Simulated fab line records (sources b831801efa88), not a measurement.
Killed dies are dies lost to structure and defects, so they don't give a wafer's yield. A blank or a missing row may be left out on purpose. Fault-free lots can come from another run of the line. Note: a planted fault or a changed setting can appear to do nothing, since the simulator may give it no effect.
fab line records -- flow sky130
record: lots: 12, wafers: 36, lastDay: 51
route steps=708 shown VIA1@480 METAL2@488 VIA2@522 PAD_OPEN@708
lots that met no fault: from a run of the same line without faults
startH: hours from the record's opening day to when the first of the lot's shown wafers began -- waitH: hours from the lot's prior step to this one -- " identical to the entry in the row above -- L1.1+2: several wafers, shown together as one row -- - no value present, or no start provided -- * or withheld: withheld -- < > ~ a bound
route shown NAME@n: NAME is a module with steps in the file, n the number in the route of the first one -- usual: average and standard deviation across the fault-free wafers -- same: alike in all rows -- chamber/n: place in a boat -- sites: per-site readings -- _std_site: the standard deviation of these -- _edge_site: mean of outer sites minus mean of inner sites -- radiusMm: for every site, how far away it sits from the centre of the wafer -- mask NAME#n: copy n -- behind: tool/chamber where the wafer was last shaped -- hold: why the lot went on hold/how many hours it stayed there/how the hold came to an end -- device: the n, p or np transistor that did not switch -- end of line: tests run on the same wafers once the route is complete -- a step with no rows: only its recipe -- killed: count of dies lost to structure and defects at first sort (not the wafer's yield) -- map: shows each die of a wafer: x if killed, . if not, _ if none is there
set.NAME: the run value of the setting; set.NAME@STEP: its run value at that earlier step -- model.NAME: the simulator's own value behind a step, which no gauge read
route steps across a sampled set of lots; one table per step, one row per wafer
services: the hour from which a tool's chamber was out of use, counted from the record's first day as startH (under 0 if before that day), plus the number of hours and why
== steps ==
step: SKY_VIA1_RS_MEAS_22
recipe: thkMeasGauge: four-point-probe, reads: W_of_VIA1_CVD_21+TiN_of_VIA1_SPUTTER_20
usual: VIA1_W_RS: 0.435/0.0059
lot.wafer,tool,chamber,startH,waitH,VIA1_W_RS[ohm/sq]
L607.2,filmMetro-03,-,812.91,0.1,0.426
L607.4,filmMetro-03,-,812.91,0.1,0.431
L607.5,filmMetro-03,-,812.91,0.1,0.434
L608.1,filmMetro-01,-,823.40,0.1,0.435
L608.3,filmMetro-01,-,823.40,0.1,0.443
L608.4,filmMetro-01,-,823.40,0.1,0.436
L609.1,filmMetro-01,-,826.87,0.1,0.439
L609.4,filmMetro-01,-,826.87,0.1,0.442
L609.6,filmMetro-01,-,826.87,0.1,0.443
L610.1,filmMetro-01,-,840.21,0.1,0.435
L610.2,filmMetro-01,-,840.21,0.1,0.431
L610.6,filmMetro-01,-,840.21,0.1,0.438
L611.1,filmMetro-03,-,848.43,0.1,0.445
L611.4,filmMetro-03,-,848.43,0.1,0.435
L611.6,filmMetro-03,-,848.43,0.1,0.442
L612.4,filmMetro-04,-,849.40,0.1,0.444
L612.5,filmMetro-04,-,849.40,0.1,0.437
L612.6,filmMetro-04,-,849.40,0.1,0.429
L613.3,filmMetro-04,-,855.95,0.1,0.444
L613.5,filmMetro-04,-,855.95,0.1,0.431
L613.6,filmMetro-04,-,855.95,0.1,0.437
L614.3,filmMetro-01,-,871.65,0.1,0.428
L614.4,filmMetro-01,-,871.65,0.1,0.450
L614.6,filmMetro-01,-,871.65,0.1,0.440
L616.2,filmMetro-04,-,886.03,0.1,0.439
L616.3,filmMetro-04,-,886.03,0.1,0.447
L616.4,filmMetro-04,-,886.03,0.1,0.431
L617.2,filmMetro-03,-,891.11,0.1,0.436
L617.3,filmMetro-03,-,891.11,0.1,0.432
L617.6,filmMetro-03,-,891.11,0.1,0.442
L619.2,filmMetro-03,-,902.16,0.1,0.430
L619.4,filmMetro-03,-,902.16,0.1,0.438
L619.6,filmMetro-03,-,902.16,0.1,0.431
L629.3,filmMetro-03,-,970.69,0.1,0.444
L629.5,filmMetro-03,-,970.69,0.1,0.440
L629.6,filmMetro-03,-,970.69,0.1,0.434
step: SKY_METAL2_RS_MEAS_05
recipe: thkMeasGauge: four-point-probe, reads: TiN_of_METAL2_SPUTTER_04+Ti_of_METAL2_SPUTTER_03+AlCu_of_METAL2_SPUTTER_02+TiN_of_METAL2_SPUTTER_01+Ti_of_METAL2_SPUTTER_00
usual: METAL2_ALCU_RS: 0.1266/0.0012
lot.wafer,tool,chamber,startH,waitH,METAL2_ALCU_RS[ohm/sq]
L607.2,filmMetro-02,-,813.53,0.0,0.1268
L607.4,filmMetro-02,-,813.53,0.0,0.1264
L607.5,filmMetro-02,-,813.53,0.0,0.1269
L608.1,filmMetro-02,-,824.01,0.0,0.1291
L608.3,filmMetro-02,-,824.01,0.0,0.1272
L608.4,filmMetro-02,-,824.01,0.0,0.1281
L609.1,filmMetro-02,-,827.49,0.0,0.1265
L609.4,filmMetro-02,-,827.49,0.0,0.1262
L609.6,filmMetro-02,-,827.49,0.0,0.1270
L610.1,filmMetro-02,-,840.83,0.0,0.1254
L610.2,filmMetro-02,-,840.83,0.0,0.1263
L610.6,filmMetro-02,-,840.83,0.0,0.1260
L611.1,filmMetro-04,-,849.05,0.0,0.1258
L611.4,filmMetro-04,-,849.05,0.0,0.1275
L611.6,filmMetro-04,-,849.05,0.0,0.1276
L612.4,filmMetro-02,-,850.02,0.1,0.1260
L612.5,filmMetro-02,-,850.02,0.1,0.1259
L612.6,filmMetro-02,-,850.02,0.1,0.1250
L613.3,filmMetro-04,-,856.57,0.1,0.1278
L613.5,filmMetro-04,-,856.57,0.1,0.1273
L613.6,filmMetro-04,-,856.57,0.1,0.1276
L614.3,filmMetro-04,-,872.27,0.1,0.1265
L614.4,filmMetro-04,-,872.27,0.1,0.1268
L614.6,filmMetro-04,-,872.27,0.1,0.1264
L616.2,filmMetro-02,-,886.65,0.0,0.1265
L616.3,filmMetro-02,-,886.65,0.0,0.1289
L616.4,filmMetro-02,-,886.65,0.0,0.1285
L617.2,filmMetro-02,-,891.73,0.0,0.1262
L617.3,filmMetro-02,-,891.73,0.0,0.1271
L617.6,filmMetro-02,-,891.73,0.0,0.1267
L619.2,filmMetro-02,-,902.86,0.0,0.1267
L619.4,filmMetro-02,-,902.86,0.0,0.1275
L619.6,filmMetro-02,-,902.86,0.0,0.1264
L629.3,filmMetro-04,-,971.31,0.1,0.1268
L629.5,filmMetro-04,-,971.31,0.1,0.1267
L629.6,filmMetro-04,-,971.31,0.1,0.1266
step: SKY_METAL2_STRIP_20
recipe: chemistry: O2/N2, powerW: 1400, pressureMtorr: 1500, platenTempC: withheld, o2FlowSccm: 3000, n2FlowSccm: 300, overashFraction: 0.5
usual: drypumpMotorCurrentA: 5.8/0.34, oesProductAu: 0.343/0.005, stripTimeToEndpointS: 2.72/0.038
lot.wafer,tool,chamber,startH,waitH,drypumpMotorCurrentA,oesProductAu,rfHoursCounterH,stripTimeToEndpointS
L607.2,plasmaAsher-02,1,840.99,0.1,6.1,0.335,106,2.67
L607.4,plasmaAsher-02,1,840.99,0.1,6.1,0.341,-,2.64
L607.5,plasmaAsher-02,1,840.99,0.1,6.1,0.339,-,2.66
L608.1,plasmaAsher-04,1,852.21,0.1,6.3,0.346,11,2.76
L608.3,plasmaAsher-04,0,852.21,0.1,5.6,0.343,-,2.73
L608.4,plasmaAsher-04,1,852.21,0.1,6.2,0.336,-,2.76
L609.1,plasmaAsher-02,0,854.41,0.1,5.6,0.337,107,2.65
L609.4,plasmaAsher-02,1,854.41,0.1,6.1,0.339,-,2.64
L609.6,plasmaAsher-02,0,854.41,0.1,5.6,0.339,-,2.60
L610.1,plasmaAsher-04,0,867.14,0.1,5.6,0.352,13,2.73
L610.2,plasmaAsher-04,1,867.14,0.1,6.3,0.345,13,2.74
L610.6,plasmaAsher-04,1,867.14,0.1,6.3,0.343,-,2.71
L611.1,plasmaAsher-04,1,875.51,0.1,6.3,0.342,14,2.68
L611.4,plasmaAsher-04,1,875.51,0.1,6.3,0.348,-,2.70
L611.6,plasmaAsher-04,0,875.51,0.1,5.6,0.345,-,2.69
L612.4,plasmaAsher-02,0,876.66,0.1,5.6,0.342,-,2.65
L612.5,plasmaAsher-02,0,876.66,0.1,5.6,0.338,-,2.63
L612.6,plasmaAsher-02,1,876.66,0.1,6.1,0.345,-,2.67
L613.3,plasmaAsher-01,1,882.94,0.1,5.8,0.339,-,2.71
L613.5,plasmaAsher-01,0,882.94,0.1,5.2,0.344,-,2.71
L613.6,plasmaAsher-01,1,882.94,0.1,5.7,0.343,-,2.75
L614.3,plasmaAsher-04,1,899.17,0.1,6.2,0.337,-,2.75
L614.4,plasmaAsher-04,0,899.17,0.1,5.6,0.336,-,2.70
L614.6,plasmaAsher-04,1,899.17,0.1,6.3,0.346,-,2.75
L616.2,plasmaAsher-02,1,913.44,0.1,6.0,0.336,113,2.73
L616.3,plasmaAsher-02,0,913.44,0.1,5.6,0.352,-,2.76
L616.4,plasmaAsher-02,1,913.44,0.1,6.1,0.340,-,2.70
L617.2,plasmaAsher-02,1,918.51,0.1,6.1,0.348,114,2.75
L617.3,plasmaAsher-02,1,918.51,0.1,6.0,0.339,-,2.75
L617.6,plasmaAsher-02,0,918.51,0.1,5.6,0.343,-,2.74
L619.2,plasmaAsher-02,0,928.94,0.1,5.7,0.342,115,2.78
L619.4,plasmaAsher-02,1,928.94,0.1,6.1,0.354,-,2.77
L619.6,plasmaAsher-02,1,928.94,0.1,6.1,0.344,-,2.78
L629.3,plasmaAsher-01,0,995.64,0.1,5.1,0.337,-,2.78
L629.5,plasmaAsher-01,0,995.64,0.1,5.2,0.344,-,2.72
L629.6,plasmaAsher-01,1,995.64,0.1,5.8,0.338,-,2.72
step: SKY_VIA2_ETCH_15
recipe: target: SiO2, chemistry: C4F8/O2/Ar, targetDepthNm: 546, stopOn: TiN, maskMaterial: KrF-thick, sourceW: 1500, biasW: 1200, pressureMtorr: 40, c4f8FlowSccm: withheld, O2_flow_sccm: 6, Ar_flow_sccm: 300, timeS: 84
usual: biasW: 1201/3.3, oesProductAu: 0.939/0.0046
lot.wafer,tool,chamber,startH,waitH,biasW,oesProductAu
L607.2,rieDiel-03,3,869.08,0.0,1202,0.937
L607.4,rieDiel-03,0,869.08,0.0,1198,0.941
L607.5,rieDiel-03,3,869.08,0.0,1201,0.945
L608.1,rieDiel-01,3,879.76,0.0,1203,0.939
L608.3,rieDiel-01,0,879.76,0.0,1198,0.942
L608.4,rieDiel-01,2,879.76,0.0,1198,0.941
L609.1,rieDiel-03,3,881.75,0.0,1199,0.938
L609.4,rieDiel-03,3,881.75,0.0,1193,0.946
L609.6,rieDiel-03,1,881.75,0.0,1199,0.934
L610.1,rieDiel-03,1,895.44,0.0,1205,0.947
L610.2,rieDiel-03,0,895.44,0.0,1203,0.939
L610.6,rieDiel-03,3,895.44,0.0,1203,0.926
L611.1,rieDiel-01,0,903.07,0.0,1204,0.944
L611.4,rieDiel-01,1,903.07,0.0,1198,0.939
L611.6,rieDiel-01,0,903.07,0.0,1205,0.942
L612.4,rieDiel-03,2,904.34,0.0,1198,0.930
L612.5,rieDiel-03,1,904.34,0.0,1199,0.930
L612.6,rieDiel-03,0,904.34,0.0,1205,0.935
L613.3,rieDiel-01,3,910.60,0.1,1200,0.933
L613.5,rieDiel-01,0,910.60,0.1,1198,0.933
L613.6,rieDiel-01,3,910.60,0.1,1201,0.946
L614.3,rieDiel-01,2,925.80,0.0,1197,0.940
L614.4,rieDiel-01,3,925.80,0.0,1195,0.938
L614.6,rieDiel-01,2,925.80,0.0,1194,0.936
L616.2,rieDiel-04,0,939.70,0.0,1205,0.932
L616.3,rieDiel-04,2,939.70,0.0,1201,0.935
L616.4,rieDiel-04,1,939.70,0.0,1205,0.932
L617.2,rieDiel-01,0,945.40,0.0,1195,0.935
L617.3,rieDiel-01,2,945.40,0.0,1204,0.938
L617.6,rieDiel-01,0,945.40,0.0,1193,0.941
L619.2,rieDiel-04,1,954.81,0.0,1204,0.935
L619.4,rieDiel-04,0,954.81,0.0,1200,0.940
L619.6,rieDiel-04,2,954.81,0.0,1205,0.944
L629.3,rieDiel-01,0,1020.30,0.0,1200,0.941
L629.5,rieDiel-01,0,1020.30,0.0,1202,0.940
L629.6,rieDiel-01,1,1020.30,0.0,1264,0.938
step: SKY_PAD_OPEN_PROBE_99
usual: defectLimitedYield: 82.8/2.1, killed_at_M0_to_M3: 43/7.3, killed_at_M4_up: 3.4/2.1, killedAtContacts: 24/5.9, killedAtFrontEnd: 14/4, killedAtOther: 0.3/0.54, killedDies: 85/10, killedOpen: 46/7.7, killedShort: 38/6, sort_bin_3_pad_short: 0.8/0.48, sort_bin_5_function: 10.2/1.7, sort_bin_6_memory: 6.2/1.1, sortNPass: 407/10, sortYieldPct: 82.8/2.1
same: grossDies: 492, killedAtBackSide: 0, sort_bin_4_leakage[%]: 0, sort_bin_8_speed[%]: 0
lot.wafer,tool,chamber,startH,waitH,defectLimitedYield[%],killed_at_M0_to_M3,killed_at_M4_up,killedAtContacts,killedAtFrontEnd,killedAtOther,killedDies,killedOpen,killedShort,sort_bin_3_pad_short[%],sort_bin_5_function[%],sort_bin_6_memory[%],sortNPass,sortYieldPct[%]
L613.3,prober-02,-,1130.12,0.2,81.1,45,2,36,8,2,93,50,43,0.8,11.0,7.1,399,81.1
L613.5,prober-02,-,1130.22,0.2,83.1,45,4,24,9,1,83,46,37,1.6,8.9,6.3,409,83.1
L613.6,prober-02,-,1130.27,0.2,79.1,49,3,24,27,0,103,49,54,2.4,11.0,7.5,389,79.1
L629.3,prober-02,-,1213.73,0.2,77.6,57,10,27,16,0,110,63,47,0.8,15.7,5.9,382,77.6
L629.5,prober-02,-,1213.83,0.2,82.3,50,5,20,12,0,87,43,44,0.8,11.6,5.3,405,82.3
L629.6,prober-02,-,1213.88,0.2,85.2,34,3,18,17,1,73,34,39,0.4,11.0,3.5,419,85.2
killed by level:class
L613.3 VIA1:geometricParticle:open=13 CONTACT:geometricParticle:open=11 VIA3:geometricParticle:open=8 LI_CONTACT:geometricParticle:open=7 LOCAL_INTERCONNECT:geometricParticle:short=7 METAL2:geometricParticle:short=6 METAL3:geometricParticle:short=6 CONTACT:geometricParticle:short=6
L613.5 CONTACT:geometricParticle:open=9 LI_CONTACT:geometricParticle:open=8 VIA1:geometricParticle:open=7 VIA3:geometricParticle:open=7 VIA2:geometricParticle:open=6 METAL2:geometricParticle:short=5 METAL1:geometricParticle:short=5 CONTACT:geometricParticle:short=4
L613.6 VIA1:geometricParticle:open=11 CONTACT:geometricParticle:open=10 FIELD_ISO:geometricParticle:open=7 METAL1:geometricParticle:short=7 FIELD_ISO:geometricParticle:short=6 CONTACT:geometricParticle:short=6 VIA1:geometricParticle:short=6 POLY_GATE:geometricParticle:short=5
L629.3 CONTACT:geometricParticle:open=15 VIA2:geometricParticle:open=11 VIA1:geometricParticle:open=10 METAL1:geometricParticle:short=9 METAL4:geometricParticle:short=8 VIA3:geometricParticle:open=7 POLY_GATE:geometricParticle:short=5 VIA1:geometricParticle:short=5
L629.5 METAL1:geometricParticle:short=9 VIA1:geometricParticle:open=8 LI_CONTACT:geometricParticle:open=7 METAL2:geometricParticle:short=7 VIA3:geometricParticle:open=7 CONTACT:geometricParticle:open=5 VIA2:geometricParticle:open=4 METAL3:geometricParticle:short=4
L629.6 VIA1:geometricParticle:open=9 CONTACT:geometricParticle:open=8 FIELD_ISO:geometricParticle:short=6 METAL1:geometricParticle:short=6 VIA2:geometricParticle:short=5 POLY_GATE:geometricParticle:open=4 CONTACT:geometricParticle:short=4 VIA3:geometricParticle:open=4
== services ==
tool,chamber,startH,hours,kind
rieDiel-04,0,827.98,3.8,repair
plasmaAsher-04,-,839.71,0.7,repair
plasmaAsher-01,-,843.05,21.4,repair
rieDiel-03,1,855.40,-,clean
rieDiel-03,1,855.40,20.1,scheduledDown
rieDiel-03,1,855.40,20.1,ventCycle
plasmaAsher-02,-,864.67,2.8,pm
rieDiel-03,2,866.25,7.1,repair
rieDiel-03,2,875.53,-,clean
rieDiel-03,2,875.53,20.9,scheduledDown
rieDiel-03,2,875.53,20.9,ventCycle
rieDiel-04,1,878.55,3.7,repair
rieDiel-04,1,883.18,5.4,repair
rieDiel-01,1,885.17,14.6,repair
rieDiel-01,3,887.79,10.2,repair
rieDiel-01,1,904.28,33.7,repair
rieDiel-01,2,908.80,7.6,repair
rieDiel-04,3,923.70,11.6,repair
rieDiel-03,1,967.43,4.4,repair
rieDiel-03,0,989.05,4.8,repair
rieDiel-03,3,997.09,11.6,repair
plasmaAsher-02,-,1012.35,2.1,repair
rieDiel-04,-,1014.13,28.1,pm
== key ==
firstSign: step: SKY_VIA2_ETCH_15, reading: biasW, direction: up, sigmas: 19, usual: 1201, struck: 1264
effect none on later readings
metAt SKY_VIA2_ETCH_15
struckLots L629
struckWafers L629.6
notActingAt SKY_VIA1_RS_MEAS_22,SKY_METAL2_RS_MEAS_05,SKY_METAL2_STRIP_20
onsetBetween 903.07 1020.30
fault: kind: processParameterDrift, tool: rieDiel-01, chamber: 1, onsetH: 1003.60, steps: SKY_VIA2_ETCH_15, channel: biasW, offset: 60.736, shape: step, endH: 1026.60, actsIn: theseRecipesOnly, stated: 1200
